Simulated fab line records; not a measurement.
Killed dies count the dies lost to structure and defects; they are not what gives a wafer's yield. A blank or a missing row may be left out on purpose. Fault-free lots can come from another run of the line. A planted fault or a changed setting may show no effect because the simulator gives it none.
What tool caused it?    flow gf180mcu    14 lots, 42 wafers sampled, at 4 steps of a route of 602

== WHAT EACH GAUGE READ, for each wafer ==
GF_M1_RS_MEAS_05: a four-point-probe measurement. Usual: M1_ALCU_RS typically reads 0.0695 ohm/sq, with standard deviation 0.00082.
lot   measured      on             M1_ALCU_RS (ohm/sq)   flag
L771  day 16 20:14  film metro-02  0.0703 0.0703 0.0705  
L772  day 17 06:06  film metro-02  0.0688 0.0689 0.0699  
L775  day 18 10:43  film metro-01  0.0689 0.0696 0.0682  
L777  day 19 06:46  film metro-01  0.0696 0.0695 0.0699  
L783  day 21 02:57  film metro-04  0.0714 0.0713 0.0705  
L784  day 21 23:21  film metro-04  0.0686 0.0697 0.0686  
L785  day 22 08:47  film metro-04  0.0686 0.0689 0.0688  
L786  day 22 14:34  film metro-01  0.0689 0.0685 0.0681  
L787  day 22 21:07  film metro-02  0.0683 0.0684 0.0681  
L788  day 23 02:22  film metro-01  0.0688 0.0689 0.0693  
L789  day 23 11:46  film metro-02  0.0696 0.0702 0.0696  
L790  day 23 20:58  film metro-01  0.0695 0.0699 0.0696  
L791  day 24 01:46  film metro-02  0.0697 0.0698 0.0705  
L792  day 24 05:04  film metro-02  0.0692 0.0703 0.0701  

== EACH LOT AND THE TOOL THAT RAN IT (in order: tool; ch and the chambers of the sampled wafers; start) ==
lot   GF_HV_LDD_RTA_52                  GF_CONTACT_SOFTBAKE_10             GF_CONTACT_SPUTTER_23
L771  rtp anneal-02 ch 0, day 13 02:10  litho track-04 ch 0, day 16 07:00  pvd sputter-03, day 16 19:21
L772  rtp anneal-02 ch 0, day 13 09:41  litho track-01 ch 0, day 16 16:00  pvd sputter-03, day 17 05:13
L775  rtp anneal-02 ch 0, day 14 09:37  litho track-04 ch 0, day 17 21:00  pvd sputter-02, day 18 09:53
L777  rtp anneal-02 ch 0, day 15 04:20  litho track-04 ch 0, day 18 17:00  pvd sputter-03, day 19 05:55
L783  rtp anneal-01 ch 0, day 16 19:58  litho track-01 ch 0, day 20 13:00  pvd sputter-02, day 21 02:07
L784  rtp anneal-01 ch 0, day 17 19:18  litho track-03 ch 0, day 21 10:00  pvd sputter-02, day 21 22:25
L785  rtp anneal-02 ch 0, day 18 01:22  litho track-03 ch 0, day 21 19:00  pvd sputter-01, day 22 07:56
L786  rtp anneal-01 ch 0, day 18 08:19  litho track-01 ch 0, day 22 00:00  pvd sputter-03, day 22 13:43
L787  rtp anneal-02 ch 0, day 18 13:41  litho track-04 ch 0, day 22 07:00  pvd sputter-02, day 22 20:16
L788  rtp anneal-02 ch 0, day 18 21:25  litho track-03 ch 0, day 22 13:00  pvd sputter-02, day 23 01:31
L789  rtp anneal-02 ch 0, day 19 07:06  litho track-01 ch 0, day 22 23:00  pvd sputter-03, day 23 10:55
L790  rtp anneal-02 ch 0, day 19 15:28  litho track-03 ch 0, day 23 07:00  pvd sputter-01, day 23 20:07
L791  rtp anneal-02 ch 0, day 19 21:53  litho track-04 ch 0, day 23 12:00  pvd sputter-02, day 24 00:54
L792  rtp anneal-02 ch 0, day 20 02:26  litho track-04 ch 0, day 23 16:00  pvd sputter-03, day 24 04:10
- GF_HV_LDD_RTA_52: time 10 s.
- GF_CONTACT_SOFTBAKE_10: time 60 s.
- GF_CONTACT_SPUTTER_23: material TiN, target thk 10 nm, time 40 s.

== WHAT THE TOOLS THEMSELVES READ (means of the sampled wafers that have a number; where no wafer has one, the mark that the record gives instead) ==
GF_HV_LDD_RTA_52. Usual: lamp power pct 34.11 %, standard deviation 0.24; wafer_temp_C_max 1002.7, standard deviation 0.89.
lot   tool           lamp power pct (%)  wafer_temp_C_max  flag
L771  rtp anneal-02  34.21               1002.3            
L772  rtp anneal-02  34.23               1001.9            
L775  rtp anneal-02  34.21               1002.4            
L777  rtp anneal-02  34.22               1002.7            
L783  rtp anneal-01  33.56               1003.5            
L784  rtp anneal-01  33.58               1004.1            
L785  rtp anneal-02  34.21               1002.0            
L786  rtp anneal-01  33.59               1003.8            
L787  rtp anneal-02  34.21               1002.4            
L788  rtp anneal-02  34.22               1002.1            
L789  rtp anneal-02  34.23               1002.1            
L790  rtp anneal-02  34.22               1002.2            
L791  rtp anneal-02  34.22               1002.6            
L792  rtp anneal-02  34.20               1003.1            

GF_CONTACT_SOFTBAKE_10. Usual: heater power total W 93.05 W, standard deviation 0.063; run length s 89.17 s, standard deviation 0.16.
lot   tool            heater power total W (W)  run length s (s)  flag
L771  litho track-04  93.07                     89.21             
L772  litho track-01  93.03                     89.27             
L775  litho track-04  94.68                     86.05             OFF
L777  litho track-04  94.62                     86.10             OFF
L783  litho track-01  93.10                     89.28             
L784  litho track-03  93.04                     89.04             
L785  litho track-03  93.08                     88.92             
L786  litho track-01  93.05                     89.42             
L787  litho track-04  93.06                     89.23             
L788  litho track-03  93.05                     88.89             
L789  litho track-01  93.04                     89.25             
L790  litho track-03  93.09                     88.93             
L791  litho track-04  93.05                     89.30             
L792  litho track-04  93.06                     89.27             

GF_CONTACT_SPUTTER_23. Usual: throttle valve pct 29.6 %, standard deviation 0.97.
lot   tool            throttle valve pct (%)  flag
L771  pvd sputter-03  29.5                    
L772  pvd sputter-03  29.4                    
L775  pvd sputter-02  29.8                    
L777  pvd sputter-03  30.1                    
L783  pvd sputter-02  29.1                    
L784  pvd sputter-02  30.5                    
L785  pvd sputter-01  29.2                    
L786  pvd sputter-03  29.7                    
L787  pvd sputter-02  29.0                    
L788  pvd sputter-02  29.9                    
L789  pvd sputter-03  29.7                    
L790  pvd sputter-01  28.6                    
L791  pvd sputter-02  29.4                    
L792  pvd sputter-03  30.2                    

== THE ANSWER, worked out from the rows above alone ==
Rule: a lot counts as off when the mean over its wafers that have a number is more than 3 standard deviations away from the usual mean. A lot without any number at a reading at which 4 lots or more have one is off too. All remaining lots with rows at the step are treated as sound. The gauges are gone through in route order, then the tools' own readings, and for those a lot's mean is taken as printed above. The first step at which some lot is off is used, and at that step the reading that is off furthest; a lot without a number counts as furthest.
Off, at GF_CONTACT_SOFTBAKE_10 on heater power total W: L775, L777.
If a tool, at that step or one of the process steps before it, ran each lot that is off and ran no sound lot following the first of them, it fits. Not one of the candidates tried fits.

== WHAT HAD BEEN PUT IN BY THE SIMULATOR ==
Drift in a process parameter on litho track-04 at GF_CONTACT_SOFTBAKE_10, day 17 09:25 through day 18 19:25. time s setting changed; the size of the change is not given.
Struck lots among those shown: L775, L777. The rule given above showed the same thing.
